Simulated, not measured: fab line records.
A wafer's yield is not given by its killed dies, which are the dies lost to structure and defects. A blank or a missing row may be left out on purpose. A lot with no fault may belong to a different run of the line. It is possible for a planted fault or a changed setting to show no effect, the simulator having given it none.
fab line records + flow sky130
record:
- lots: 6
- wafers: 18
- last-day: 50
route steps=708 shown METAL5@664 PAD_OPEN@708
lots untouched by any fault: they come from a run of this same line in which no faults occurred
start-h: hours from the record's opening day to when the first of the lot's shown wafers began + wait-h: hours since the lot's step before + " identical to the entry in the row above + L1.1+2: one row covering several wafers at once + - no value present, or no start provided + * or withheld: withheld + < > ~ a bound
route shown NAME@n: names a module that has steps shown in the file, with the first one's number in the route + usual: mean/standard deviation taken from wafers without a fault + same: alike in all rows + chamber/n: place in a boat + sites: per-site readings + _std_site: the values' standard deviation + _edge_site: the outer-site mean with the inner-site mean subtracted + radius-mm: how far each site lies from the wafer's centre + mask NAME#n: copy n + behind: the tool/chamber that last shaped the wafer + hold: why the lot went on hold/how many hours it stayed there/how the hold came to an end + device: the transistor (n, p or np) that didn't switch + end of line: tests run on the same wafers once the route is complete + where a step has no rows: the recipe by itself + killed: the dies lost at the first sort to structure and to defects; this is not the yield of the wafer + map: dies across one wafer; x = killed, . = not, _ = none there
set.NAME: the setting the step ran with; set.NAME@STEP: the setting that earlier step ran with + model.NAME: the simulator's own value behind a step, which no gauge read
a table for each step, a row for each wafer; lots at some steps of the route
services: a tool's chamber out of use, with start hour (start-h, from the record's first day; less than 0 if before it), hours out, and reason
== steps ==
step: SKY_METAL5_SPUTTER_03
recipe:
- material: Ti
- target-thk-nm: 5
- power-w: 3000
- time-s: 3.3
- chamber-pressure-pa: 0.4
usual:
- throttle-valve-pct: 29.9/0.94
| lot.wafer | tool           | chamber | start-h | wait-h | throttle-valve-pct |
|-----------|----------------|---------|---------|--------|--------------------|
| L328.1    | pvd-sputter-01 | -       | 1053.74 | 0.0    | 29.7               |
| L328.3    | "              | -       | "       | "      | 28.3               |
| L328.4    | "              | -       | "       | "      | 29.6               |
| L332.1    | pvd-sputter-01 | -       | 1073.68 | 0.0    | 30.6               |
| L332.5    | "              | -       | "       | "      | 29.5               |
| L332.6    | "              | -       | "       | "      | 30.4               |
| L333.1    | pvd-sputter-01 | -       | 1079.75 | 0.0    | 29.9               |
| L333.2    | "              | -       | "       | "      | 28.1               |
| L333.5    | "              | -       | "       | "      | 28.2               |
| L334.1    | pvd-sputter-04 | -       | 1083.58 | 0.0    | 30.5               |
| L334.5    | "              | -       | "       | "      | 30.2               |
| L334.6    | "              | -       | "       | "      | 31.2               |
| L337.3    | pvd-sputter-02 | -       | 1112.53 | 0.0    | 31.0               |
| L337.5    | "              | -       | "       | "      | 30.8               |
| L337.6    | "              | -       | "       | "      | 29.9               |
| L343.1    | pvd-sputter-02 | -       | 1142.09 | 0.0    | 31.0               |
| L343.4    | "              | -       | "       | "      | 30.3               |
| L343.5    | "              | -       | "       | "      | 29.0               |
step: SKY_METAL5_SPUTTER_04
recipe:
- material: TiN
- target-thk-nm: 70
- power-w: 6500
- time-s: 58.3
- chamber-pressure-pa: 0.4
usual:
- throttle-valve-pct: 29.9/0.97
| lot.wafer | tool           | chamber | start-h | wait-h | throttle-valve-pct |
|-----------|----------------|---------|---------|--------|--------------------|
| L328.1    | pvd-sputter-01 | -       | 1053.76 | 0.0    | 30.0               |
| L328.3    | "              | -       | "       | "      | 27.9               |
| L328.4    | "              | -       | "       | "      | 29.5               |
| L332.1    | pvd-sputter-01 | -       | 1073.70 | 0.0    | 30.3               |
| L332.5    | "              | -       | "       | "      | 29.3               |
| L332.6    | "              | -       | "       | "      | 30.5               |
| L333.1    | pvd-sputter-01 | -       | 1079.77 | 0.0    | 29.6               |
| L333.2    | "              | -       | "       | "      | 27.7               |
| L333.5    | "              | -       | "       | "      | 28.0               |
| L334.1    | pvd-sputter-04 | -       | 1083.60 | 0.0    | 30.6               |
| L334.5    | "              | -       | "       | "      | 30.5               |
| L334.6    | "              | -       | "       | "      | 31.4               |
| L337.3    | pvd-sputter-02 | -       | 1112.55 | 0.0    | 31.3               |
| L337.5    | "              | -       | "       | "      | 31.0               |
| L337.6    | "              | -       | "       | "      | 29.8               |
| L343.1    | pvd-sputter-02 | -       | 1142.11 | 0.0    | 31.3               |
| L343.4    | "              | -       | "       | "      | 30.3               |
| L343.5    | "              | -       | "       | "      | 29.1               |
step: SKY_METAL5_RS_MEAS_05
recipe:
- thk-meas-gauge: four-point-probe
- reads: TiN_of_METAL5_SPUTTER_04+Ti_of_METAL5_SPUTTER_03+AlCu_of_METAL5_SPUTTER_02+TiN_of_METAL5_SPUTTER_01+Ti_of_METAL5_SPUTTER_00
usual:
- METAL5_ALCU_RS: 0.02704/0.00025
| lot.wafer | tool          | chamber | start-h | wait-h | METAL5_ALCU_RS[ohm/sq] |
|-----------|---------------|---------|---------|--------|------------------------|
| L328.1    | film-metro-04 | -       | 1053.81 | 0.0    | 0.02711                |
| L328.3    | "             | -       | "       | "      | 0.02685                |
| L328.4    | "             | -       | "       | "      | 0.02684                |
| L332.1    | film-metro-01 | -       | 1073.74 | 0.0    | 0.02706                |
| L332.5    | "             | -       | "       | "      | 0.02705                |
| L332.6    | "             | -       | "       | "      | 0.02717                |
| L333.1    | film-metro-03 | -       | 1079.81 | 0.0    | 0.02731                |
| L333.2    | "             | -       | "       | "      | 0.0273                 |
| L333.5    | "             | -       | "       | "      | 0.02719                |
| L334.1    | film-metro-04 | -       | 1083.64 | 0.0    | 0.02715                |
| L334.5    | "             | -       | "       | "      | 0.027                  |
| L334.6    | "             | -       | "       | "      | 0.02688                |
| L337.3    | film-metro-01 | -       | 1112.64 | 0.1    | 0.02697                |
| L337.5    | "             | -       | "       | "      | 0.02702                |
| L337.6    | "             | -       | "       | "      | 0.02719                |
| L343.1    | film-metro-03 | -       | 1142.16 | 0.0    | 0.02684                |
| L343.4    | "             | -       | "       | "      | 0.02695                |
| L343.5    | "             | -       | "       | "      | 0.02708                |
step: SKY_METAL5_THK_MEAS_06
recipe:
- thk-meas-gauge: xrf
- reads: AlCu_of_METAL5_SPUTTER_02
usual:
- METAL5_ALCU_THK: 1127/12
| lot.wafer | tool          | chamber | start-h | wait-h | METAL5_ALCU_THK[nm] |
|-----------|---------------|---------|---------|--------|---------------------|
| L328.1    | film-metro-04 | -       | 1053.93 | 0.1    | 1119                |
| L328.3    | "             | -       | "       | "      | 1133                |
| L328.4    | "             | -       | "       | "      | 1137                |
| L332.1    | film-metro-01 | -       | 1073.86 | 0.1    | 1130                |
| L332.5    | "             | -       | "       | "      | 1132                |
| L332.6    | "             | -       | "       | "      | 1122                |
| L333.1    | film-metro-03 | -       | 1079.93 | 0.1    | 1112                |
| L333.2    | "             | -       | "       | "      | 1120                |
| L333.5    | "             | -       | "       | "      | 1125                |
| L334.1    | film-metro-04 | -       | 1083.76 | 0.1    | 1139                |
| L334.5    | "             | -       | "       | "      | 1139                |
| L334.6    | "             | -       | "       | "      | 1147                |
| L337.3    | film-metro-01 | -       | 1112.74 | 0.1    | 1127                |
| L337.5    | "             | -       | "       | "      | 1135                |
| L337.6    | "             | -       | "       | "      | 1126                |
| L343.1    | film-metro-03 | -       | 1142.28 | 0.1    | 1134                |
| L343.4    | "             | -       | "       | "      | 1128                |
| L343.5    | "             | -       | "       | "      | 1119                |
step: SKY_METAL5_DEHYDRATE_07
recipe:
- temp-c: 200
- time-s: 60
step: SKY_METAL5_HMDS_08
recipe:
- prime-time-s: 60
- prime-temp-c: 120
step: SKY_METAL5_COAT_09
recipe:
- resist: NOVOLAK
- spin-rpm: 3000
- resist-thk-nm: 1800
step: SKY_METAL5_SOFTBAKE_10
recipe:
- temp-c: 90
- time-s: 60
- resist: NOVOLAK
step: SKY_METAL5_EXPOSE_11
recipe:
- mask-id: MM5
- na: 0.6
- source-shape: conventional
- sigma-outer: 0.6
- polarization: unpolarized
- target-cd-nm: 1600
- dose-mj: 190
step: SKY_METAL5_PEB_12
recipe:
- temp-c: withheld
- time-s: *
- resist: NOVOLAK
step: SKY_METAL5_DEVELOP_13
recipe:
- resist: NOVOLAK
- developer: TMAH
- develop-time-s: 60
- dev-temp-c: 23
step: SKY_METAL5_DESCUM_14
recipe:
- chemistry: O2
- source-power-w: 150
- bias-power-w: 0
- pressure-mtorr: 10
- temp-c: 40
- time-s: 11
usual:
- drypump-motor-current-A: 5.8/0.51
- oes-product-au: 0.999/0.0085
same:
- bias-power-w: 0
| lot.wafer | tool         | chamber | start-h | wait-h | drypump-motor-current-A | oes-product-au | rf-hours-counter-h |
|-----------|--------------|---------|---------|--------|-------------------------|----------------|--------------------|
| L328.1    | rie-metal-01 | 0       | 1074.35 | 0.1    | 5.7                     | 0.986          | 23                 |
| L328.3    | "            | 1       | "       | "      | 4.9                     | 0.991          | -                  |
| L328.4    | "            | 0       | "       | "      | 5.7                     | 0.994          | -                  |
| L332.1    | rie-metal-03 | 0       | 1093.65 | 0.1    | 5.7                     | 0.981          | 13                 |
| L332.5    | "            | 1       | "       | "      | 6.6                     | 1.001          | -                  |
| L332.6    | "            | 0       | "       | "      | 5.7                     | 0.995          | -                  |
| L333.1    | rie-metal-03 | 0       | 1100.55 | 0.1    | 5.7                     | 0.997          | 14                 |
| L333.2    | "            | 1       | "       | "      | 6.6                     | 0.997          | 24                 |
| L333.5    | "            | 0       | "       | "      | 5.7                     | 0.989          | -                  |
| L334.1    | rie-metal-02 | 0       | 1104.28 | 0.1    | 5.7                     | 1.013          | 23                 |
| L334.5    | "            | 0       | "       | "      | 5.7                     | 1.009          | -                  |
| L334.6    | "            | 1       | "       | "      | 5.7                     | 1.011          | -                  |
| L337.3    | rie-metal-03 | 0       | 1132.31 | 0.1    | 5.7                     | 0.996          | -                  |
| L337.5    | "            | 1       | "       | "      | 6.6                     | 1.003          | -                  |
| L337.6    | "            | 0       | "       | "      | 5.7                     | 1.002          | -                  |
| L343.1    | rie-metal-01 | 1       | 1159.44 | 0.1    | 5.0                     | 1.003          | 24                 |
| L343.4    | "            | 1       | "       | "      | 4.9                     | 1.000          | -                  |
| L343.5    | "            | 1       | "       | "      | 4.9                     | 1.001          | -                  |
step: SKY_METAL5_METAL_ETCH_15
recipe:
- target-depth-a: 12600
- stop-on: SiO2
- over-etch-frac: 0.2
- time-s: 252
- chemistry: Cl2/BCl3
- resist-sidewall-deg: 86
- pressure-mtorr: 10
- icp-w: 900
- bias-w: 48.5
- Cl2_flow_sccm: 60
- bcl3-flow-sccm: 30
usual:
- drypump-motor-current-A: 5.8/0.51
- oes-product-au: 0.893/0.0047
- throttle-valve-pct: 22.265/0.0099
| lot.wafer | tool         | chamber | start-h | wait-h | drypump-motor-current-A | oes-product-au | rf-hours-counter-h | throttle-valve-pct | model.METAL5.feature-depth-nm | model.etch.depth-nm | model.NOVOLAK_of_METAL5_COAT_09.thk-nm |
|-----------|--------------|---------|---------|--------|-------------------------|----------------|--------------------|--------------------|-------------------------------|---------------------|----------------------------------------|
| L328.1    | rie-metal-01 | 0       | 1074.38 | 0.0    | 5.7                     | 0.892          | 23                 | 22.272             | 1257                          | 1257                | 1043                                   |
| L328.3    | "            | 1       | "       | "      | 4.9                     | 0.889          | -                  | 22.268             | 1254                          | 1254                | 1038                                   |
| L328.4    | "            | 0       | "       | "      | 5.7                     | 0.893          | -                  | 22.261             | 1254                          | 1254                | 1043                                   |
| L332.1    | rie-metal-03 | 0       | 1093.68 | 0.0    | 5.7                     | 0.894          | 13                 | 22.255             | 1261                          | 1261                | 1048                                   |
| L332.5    | "            | 1       | "       | "      | 6.6                     | 0.892          | -                  | 22.261             | 1262                          | 1262                | 1025                                   |
| L332.6    | "            | 0       | "       | "      | 5.7                     | 0.889          | -                  | 22.268             | 1256                          | 1256                | 1045                                   |
| L333.1    | rie-metal-03 | 0       | 1100.59 | 0.0    | 5.7                     | 0.894          | 14                 | 22.255             | 1250                          | 1250                | 1049                                   |
| L333.2    | "            | 1       | "       | "      | 6.6                     | 0.899          | 24                 | 22.263             | 1269                          | 1269                | 1039                                   |
| L333.5    | "            | 0       | "       | "      | 5.7                     | 0.784          | -                  | 22.279             | 986                           | 986                 | 1307                                   |
| L334.1    | rie-metal-02 | 0       | 1104.32 | 0.0    | 5.7                     | 0.895          | 23                 | 22.276             | 1258                          | 1258                | 1027                                   |
| L334.5    | "            | 0       | "       | "      | 5.7                     | 0.892          | -                  | 22.262             | 1264                          | 1264                | 1026                                   |
| L334.6    | "            | 1       | "       | "      | 5.7                     | 0.889          | -                  | 22.271             | 1253                          | 1253                | 1019                                   |
| L337.3    | rie-metal-03 | 0       | 1132.41 | 0.1    | 5.7                     | 0.894          | -                  | 22.265             | 1265                          | 1265                | 1037                                   |
| L337.5    | "            | 1       | "       | "      | 6.6                     | 0.781          | -                  | 22.247             | 1002                          | 1002                | 1288                                   |
| L337.6    | "            | 0       | "       | "      | 5.7                     | 0.894          | -                  | 22.244             | 1256                          | 1256                | 1034                                   |
| L343.1    | rie-metal-01 | 1       | 1159.47 | 0.0    | 5.0                     | 0.896          | 24                 | 22.250             | 1258                          | 1258                | 1033                                   |
| L343.4    | "            | 1       | "       | "      | 4.9                     | 0.894          | -                  | 22.263             | 1264                          | 1264                | 1044                                   |
| L343.5    | "            | 1       | "       | "      | 5.0                     | 0.896          | -                  | 22.265             | 1261                          | 1261                | 1036                                   |
step: SKY_METAL5_STRIP_16
recipe:
- chemistry: O2/N2
- power-w: 1400
- pressure-mtorr: 1500
- platen-temp-c: withheld
- o2-flow-sccm: 3000
- n2-flow-sccm: 300
- overash-fraction: 0.5
usual:
- drypump-motor-current-A: 5.7/0.53
- oes-product-au: 0.710/0.004
- strip-time-to-endpoint-s: 13.09/0.095
| lot.wafer | tool            | chamber | start-h | wait-h | drypump-motor-current-A | oes-product-au | rf-hours-counter-h | strip-time-to-endpoint-s |
|-----------|-----------------|---------|---------|--------|-------------------------|----------------|--------------------|--------------------------|
| L328.1    | plasma-asher-04 | 1       | 1074.62 | 0.2    | 5.5                     | 0.708          | 1                  | 13.15                    |
| L328.3    | "               | 1       | "       | "      | 5.5                     | 0.711          | -                  | 13.10                    |
| L328.4    | "               | 0       | "       | "      | 6.4                     | 0.708          | -                  | 13.18                    |
| L332.1    | plasma-asher-02 | 0       | 1093.92 | 0.2    | 5.1                     | 0.711          | 93                 | 13.23                    |
| L332.5    | "               | 0       | "       | "      | 5.1                     | 0.709          | -                  | 12.96                    |
| L332.6    | "               | 1       | "       | "      | 5.8                     | 0.710          | -                  | 13.20                    |
| L333.1    | plasma-asher-01 | 0       | 1100.82 | 0.2    | 4.9                     | 0.707          | 65                 | 13.25                    |
| L333.2    | "               | 1       | "       | "      | 6.3                     | 0.709          | 65                 | 13.11                    |
| L333.5    | "               | 1       | "       | "      | 6.3                     | 0.713          | -                  | 16.17                    |
| L334.1    | plasma-asher-04 | 0       | 1104.55 | 0.2    | 6.4                     | 0.710          | 4                  | 12.98                    |
| L334.5    | "               | 1       | "       | "      | 5.4                     | 0.710          | -                  | 12.96                    |
| L334.6    | "               | 0       | "       | "      | 6.4                     | 0.705          | -                  | 12.88                    |
| L337.3    | plasma-asher-02 | 1       | 1132.60 | 0.1    | 5.8                     | 0.713          | -                  | 13.11                    |
| L337.5    | "               | 0       | "       | "      | 5.1                     | 0.714          | -                  | 15.94                    |
| L337.6    | "               | 1       | "       | "      | 5.8                     | 0.711          | -                  | 13.06                    |
| L343.1    | plasma-asher-04 | 1       | 1159.70 | 0.2    | 5.5                     | 0.710          | 9                  | 13.04                    |
| L343.4    | "               | 1       | "       | "      | 5.5                     | 0.712          | -                  | 13.17                    |
| L343.5    | "               | 1       | "       | "      | 5.5                     | 0.708          | -                  | 13.10                    |
step: SKY_METAL5_STRIP_17
recipe:
- chemistry: post-etch-residue-remover
- time-s: 1200
- temp-c: 72.5
step: SKY_PAD_OPEN_PROBE_99
usual:
- defect-limited-yield: 82.6/1.8
- killed_at_M0_to_M3: 43/7
- killed_at_M4_up: 3.4/1.9
- killed-at-contacts: 24/5.4
- killed-at-front-end: 15/4.4
- killed-at-other: 0.4/0.63
- killed-dies: 86/9.1
- killed-on-rim: 16/3.5
- killed-open: 46/6.6
- killed-short: 39/6.6
- sort_bin_3_pad_short: 0.9/0.46
- sort_bin_5_function: 10.3/1.4
- sort_bin_6_memory: 6.2/1.1
- sort-n-pass: 406/9.1
- sort-yield-pct: 82.6/1.8
same:
- gross-dies: 492
- killed-at-back-side: 0
- sort_bin_4_leakage[%]: 0
- sort_bin_8_speed[%]: 0
| lot.wafer | tool      | chamber | start-h | wait-h | defect-limited-yield[%] | killed_at_M0_to_M3 | killed_at_M4_up | killed-at-contacts | killed-at-front-end | killed-at-other | killed-dies | killed-on-rim | killed-open | killed-short | sort_bin_3_pad_short[%] | sort_bin_5_function[%] | sort_bin_6_memory[%] | sort-n-pass | sort-yield-pct[%] |
|-----------|-----------|---------|---------|--------|-------------------------|--------------------|-----------------|--------------------|---------------------|-----------------|-------------|---------------|-------------|--------------|-------------------------|------------------------|----------------------|-------------|-------------------|
| L328.1    | prober-01 | -       | 1119.47 | 0.1    | 84.6                    | 33                 | 1               | 30                 | 12                  | 0               | 76          | 19            | 40          | 36           | 0.6                     | 8.9                    | 5.9                  | 416         | 84.6              |
| L328.3    | prober-01 | -       | 1119.57 | 0.2    | 81.1                    | 46                 | 4               | 28                 | 15                  | 0               | 93          | 14            | 56          | 37           | 1.0                     | 10.4                   | 7.5                  | 399         | 81.1              |
| L328.4    | prober-01 | -       | 1119.62 | 0.2    | 85.4                    | 32                 | 2               | 23                 | 15                  | 0               | 72          | 11            | 41          | 31           | 0                       | 8.9                    | 5.7                  | 420         | 85.4              |
| L333.1    | prober-01 | -       | 1143.02 | 0.1    | 83.1                    | 37                 | 5               | 23                 | 18                  | 0               | 83          | 18            | 45          | 38           | 2.2                     | 10.0                   | 4.7                  | 409         | 83.1              |
| L333.2    | prober-01 | -       | 1143.07 | 0.1    | 84.1                    | 35                 | 5               | 20                 | 17                  | 1               | 78          | 17            | 34          | 44           | 0.6                     | 10.2                   | 5.1                  | 414         | 84.1              |
| L333.5    | prober-01 | -       | 1143.22 | 0.2    | 0                       | 42                 | 415             | 19                 | 16                  | 0               | 492         | 96            | 35          | 44           | 0.4                     | 91.9                   | 7.7                  | 0           | 0                 |
| L334.1    | prober-02 | -       | 1147.04 | 0.1    | 80.9                    | 40                 | 6               | 30                 | 18                  | 0               | 94          | 22            | 54          | 40           | 1.2                     | 10.0                   | 7.9                  | 398         | 80.9              |
| L334.5    | prober-02 | -       | 1147.24 | 0.2    | 85.4                    | 39                 | 4               | 16                 | 12                  | 1               | 72          | 12            | 45          | 27           | 0.2                     | 8.3                    | 6.1                  | 420         | 85.4              |
| L334.6    | prober-02 | -       | 1147.29 | 0.2    | 79.3                    | 49                 | 6               | 27                 | 19                  | 1               | 102         | 20            | 56          | 46           | 1.4                     | 13.4                   | 5.9                  | 390         | 79.3              |
| L337.3    | prober-01 | -       | 1171.49 | 0.2    | 84.8                    | 37                 | 5               | 24                 | 7                   | 2               | 75          | 13            | 48          | 25           | 0.4                     | 8.9                    | 5.9                  | 417         | 84.8              |
| L337.5    | prober-01 | -       | 1171.59 | 0.2    | 0                       | 36                 | 426             | 18                 | 12                  | 0               | 492         | 96            | 42          | 27           | 0.6                     | 93.5                   | 5.9                  | 0           | 0                 |
| L337.6    | prober-01 | -       | 1171.64 | 0.2    | 79.7                    | 51                 | 8               | 30                 | 11                  | 0               | 100         | 19            | 48          | 52           | 1.6                     | 12.2                   | 6.5                  | 392         | 79.7              |
| L343.1    | prober-01 | -       | 1194.87 | 0.1    | 80.9                    | 42                 | 6               | 29                 | 16                  | 1               | 94          | 23            | 42          | 52           | 1.2                     | 9.3                    | 8.5                  | 398         | 80.9              |
| L343.4    | prober-01 | -       | 1195.02 | 0.2    | 84.3                    | 37                 | 5               | 16                 | 19                  | 0               | 77          | 18            | 38          | 39           | 1.2                     | 10.2                   | 4.3                  | 415         | 84.3              |
| L343.5    | prober-01 | -       | 1195.07 | 0.2    | 82.3                    | 33                 | 2               | 34                 | 18                  | 0               | 87          | 14            | 47          | 40           | 0.6                     | 9.3                    | 7.7                  | 405         | 82.3              |
killed by level:class
L328.1 CONTACT:geometric-particle:short=10 VIA1:geometric-particle:open=9 LI_CONTACT:geometric-particle:open=7 CONTACT:geometric-particle:open=6 VIA2:geometric-particle:open=6 POLY_GATE:geometric-particle:short=5 VIA3:geometric-particle:open=5 VIA3:geometric-particle:short=4
L328.3 CONTACT:geometric-particle:open=11 VIA3:geometric-particle:open=8 LI_CONTACT:geometric-particle:open=8 METAL2:geometric-particle:short=8 VIA2:geometric-particle:open=8 VIA1:geometric-particle:open=8 FIELD_ISO:geometric-particle:short=5 METAL1:geometric-particle:short=5
L328.4 CONTACT:geometric-particle:open=11 METAL2:geometric-particle:short=7 VIA3:geometric-particle:open=6 VIA1:geometric-particle:open=5 VIA1:geometric-particle:short=5 POLY_GATE:geometric-particle:open=4 LI_CONTACT:geometric-particle:open=4 METAL1:geometric-particle:short=4
L333.1 VIA1:geometric-particle:open=13 CONTACT:geometric-particle:open=8 POLY_GATE:geometric-particle:short=5 LOCAL_INTERCONNECT:geometric-particle:short=5 CONTACT:geometric-particle:short=5 METAL1:geometric-particle:short=5 FIELD_ISO:geometric-particle:open=4 VIA3:geometric-particle:open=4
L333.2 FIELD_ISO:geometric-particle:short=8 VIA1:geometric-particle:open=8 VIA1:geometric-particle:short=7 VIA2:geometric-particle:open=6 LI_CONTACT:geometric-particle:open=6 CONTACT:geometric-particle:open=5 LI_CONTACT:geometric-particle:short=4 METAL1:geometric-particle:short=4
L333.5 METAL5:area-etch=413 VIA3:geometric-particle:open=10 METAL2:geometric-particle:short=8 CONTACT:geometric-particle:open=7 METAL1:geometric-particle:short=7 POLY_GATE:geometric-particle:short=5 CONTACT:geometric-particle:short=5 VIA1:geometric-particle:open=5
L334.1 VIA1:geometric-particle:open=11 CONTACT:geometric-particle:short=9 FIELD_ISO:geometric-particle:open=7 LI_CONTACT:geometric-particle:open=7 METAL2:geometric-particle:short=7 VIA2:geometric-particle:open=7 LOCAL_INTERCONNECT:geometric-particle:short=6 CONTACT:geometric-particle:open=6
L334.5 VIA3:geometric-particle:open=8 VIA1:geometric-particle:open=8 METAL2:geometric-particle:short=8 CONTACT:geometric-particle:open=5 VIA2:geometric-particle:open=5 LI_CONTACT:geometric-particle:open=4 METAL4:geometric-particle:short=4 FIELD_ISO:geometric-particle:open=3
L334.6 VIA1:geometric-particle:open=17 CONTACT:geometric-particle:open=13 VIA1:geometric-particle:short=8 VIA3:geometric-particle:open=6 METAL4:geometric-particle:short=6 FIELD_ISO:geometric-particle:short=5 LI_CONTACT:geometric-particle:open=5 VIA3:geometric-particle:short=5
L337.3 VIA1:geometric-particle:open=8 VIA2:geometric-particle:open=8 LI_CONTACT:geometric-particle:open=7 CONTACT:geometric-particle:short=7 CONTACT:geometric-particle:open=7 VIA3:geometric-particle:open=7 POLY_GATE:geometric-particle:open=3 METAL4:geometric-particle:short=3
L337.5 METAL5:area-etch=423 CONTACT:geometric-particle:open=10 VIA1:geometric-particle:open=8 POLY_GATE:geometric-particle:open=6 VIA2:geometric-particle:open=5 METAL1:geometric-particle:short=5 METAL2:geometric-particle:short=4 VIA3:geometric-particle:open=4
L337.6 CONTACT:geometric-particle:open=13 VIA1:geometric-particle:open=11 METAL2:geometric-particle:short=8 METAL1:geometric-particle:short=8 METAL4:geometric-particle:short=7 LI_CONTACT:geometric-particle:open=6 VIA1:geometric-particle:short=6 VIA3:geometric-particle:open=6
L343.1 VIA1:geometric-particle:open=15 CONTACT:geometric-particle:short=8 METAL2:geometric-particle:short=7 VIA1:geometric-particle:short=7 POLY_GATE:geometric-particle:short=6 LOCAL_INTERCONNECT:geometric-particle:short=6 METAL4:geometric-particle:short=6 LI_CONTACT:geometric-particle:open=5
L343.4 CONTACT:geometric-particle:open=8 VIA1:geometric-particle:open=7 FIELD_ISO:geometric-particle:short=6 VIA3:geometric-particle:open=6 VIA1:geometric-particle:short=6 LI_CONTACT:geometric-particle:open=5 METAL4:geometric-particle:short=5 METAL1:geometric-particle:short=4
L343.5 CONTACT:geometric-particle:open=14 LI_CONTACT:geometric-particle:open=7 POLY_GATE:geometric-particle:open=6 METAL2:geometric-particle:short=6 VIA2:geometric-particle:open=6 LI_CONTACT:geometric-particle:short=5 METAL1:geometric-particle:short=5 LOCAL_INTERCONNECT:geometric-particle:short=5
map L333.5 (x killed, . not)
__________xxxxxxxxxx_________
________xxxxxxxxxxxxxx_______
______xxxxxxxxxxxxxxxxxx_____
_____xxxxxxxxxxxxxxxxxxxx____
____xxxxxxxxxxxxxxxxxxxxxx___
___xxxxxxxxxxxxxxxxxxxxxxxx__
__xxxxxxxxxxxxxxxxxxxxxxxxxx_
_xxxxxxxxxxxxxxxxxxxxxxxxxxxx
_xxxxxxxxxxxxxxxxxxxxxxxxxxxx
_xxxxxxxxxxxxxxxxxxxxxxxxxxxx
_xxxxxxxxxxxxxxxxxxxxxxxxxxxx
_xxxxxxxxxxxxxxxxxxxxxxxxxxxx
_xxxxxxxxxxxxxxxxxxxxxxxxxxxx
_xxxxxxxxxxxxxxxxxxxxxxxxxxxx
_xxxxxxxxxxxxxxxxxxxxxxxxxxxx
__xxxxxxxxxxxxxxxxxxxxxxxxxx_
___xxxxxxxxxxxxxxxxxxxxxxxx__
____xxxxxxxxxxxxxxxxxxxxxx___
_____xxxxxxxxxxxxxxxxxxxx____
______xxxxxxxxxxxxxxxxxx_____
________xxxxxxxxxxxxxx_______
__________xxxxxxxxxx_________
map L337.5 (x killed, . not)
__________xxxxxxxxxx_________
________xxxxxxxxxxxxxx_______
______xxxxxxxxxxxxxxxxxx_____
_____xxxxxxxxxxxxxxxxxxxx____
____xxxxxxxxxxxxxxxxxxxxxx___
___xxxxxxxxxxxxxxxxxxxxxxxx__
__xxxxxxxxxxxxxxxxxxxxxxxxxx_
_xxxxxxxxxxxxxxxxxxxxxxxxxxxx
_xxxxxxxxxxxxxxxxxxxxxxxxxxxx
_xxxxxxxxxxxxxxxxxxxxxxxxxxxx
_xxxxxxxxxxxxxxxxxxxxxxxxxxxx
_xxxxxxxxxxxxxxxxxxxxxxxxxxxx
_xxxxxxxxxxxxxxxxxxxxxxxxxxxx
_xxxxxxxxxxxxxxxxxxxxxxxxxxxx
_xxxxxxxxxxxxxxxxxxxxxxxxxxxx
__xxxxxxxxxxxxxxxxxxxxxxxxxx_
___xxxxxxxxxxxxxxxxxxxxxxxx__
____xxxxxxxxxxxxxxxxxxxxxx___
_____xxxxxxxxxxxxxxxxxxxx____
______xxxxxxxxxxxxxxxxxx_____
________xxxxxxxxxxxxxx_______
__________xxxxxxxxxx_________
== services ==
| tool            | chamber | start-h | hours | kind                          |
|-----------------|---------|---------|-------|-------------------------------|
| pvd-sputter-02  | -       | 1046.60 | 3.0   | repair                        |
| plasma-asher-04 | -       | 1055.25 | 9.0   | pm                            |
| plasma-asher-04 | 0       | 1055.25 | 9.0   | vent-cycle                    |
| plasma-asher-04 | 1       | 1055.25 | 9.0   | vent-cycle                    |
| plasma-asher-04 | -       | 1055.50 | 0.7   | repair                        |
| plasma-asher-04 | 0       | 1064.25 | -     | clean                         |
| plasma-asher-04 | 1       | 1064.25 | -     | clean                         |
| rie-metal-03    | -       | 1095.31 | 0.6   | repair                        |
| rie-metal-01    | 0       | 1140.87 | -     | clean                         |
| rie-metal-01    | 0       | 1140.87 | -     | consumable-replace:focus-ring |
| rie-metal-01    | 0       | 1140.87 | 14.6  | scheduled-down                |
| rie-metal-01    | 0       | 1140.87 | 14.6  | vent-cycle                    |
== key ==
first-sign:
- step: SKY_METAL5_METAL_ETCH_15
- reading: oes-product-au
- direction: down
- sigmas: 23
- usual: 0.893
- struck: 0.783
effect:
- step: SKY_METAL5_STRIP_16
- reading: strip-time-to-endpoint-s
- direction: up
- sigmas: 31
- usual: *
- struck: *
effect:
- step: SKY_PAD_OPEN_PROBE_99
- reading: killed_at_M4_up
- direction: up
- sigmas: 99+
- usual: 3.4
- struck: 420.5
model-effect:
- step: SKY_METAL5_METAL_ETCH_15
- value: METAL5.feature-depth-nm
- without: 1258
- struck: 994
more-kills-born-at:
- SKY_METAL5_METAL_ETCH_15@rie-metal-03: 836
met-at SKY_METAL5_METAL_ETCH_15
struck-wafers L333.5,L337.5
later-rows-left-out L333.5,L337.5
onset-between 1093.68 1100.59
fault:
- kind: process-parameter-drift
- tool: rie-metal-03
- chamber: -
- onset-h: 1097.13
- steps: SKY_METAL5_METAL_ETCH_15
- channel: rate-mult
- offset: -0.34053
- shape: step
- end-h: 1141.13
- scope: struck-wafers-only
later-rows-left-out: the simulator's readings of these wafers behind a module that went badly wrong aren't trusted and aren't shown, but for the sort
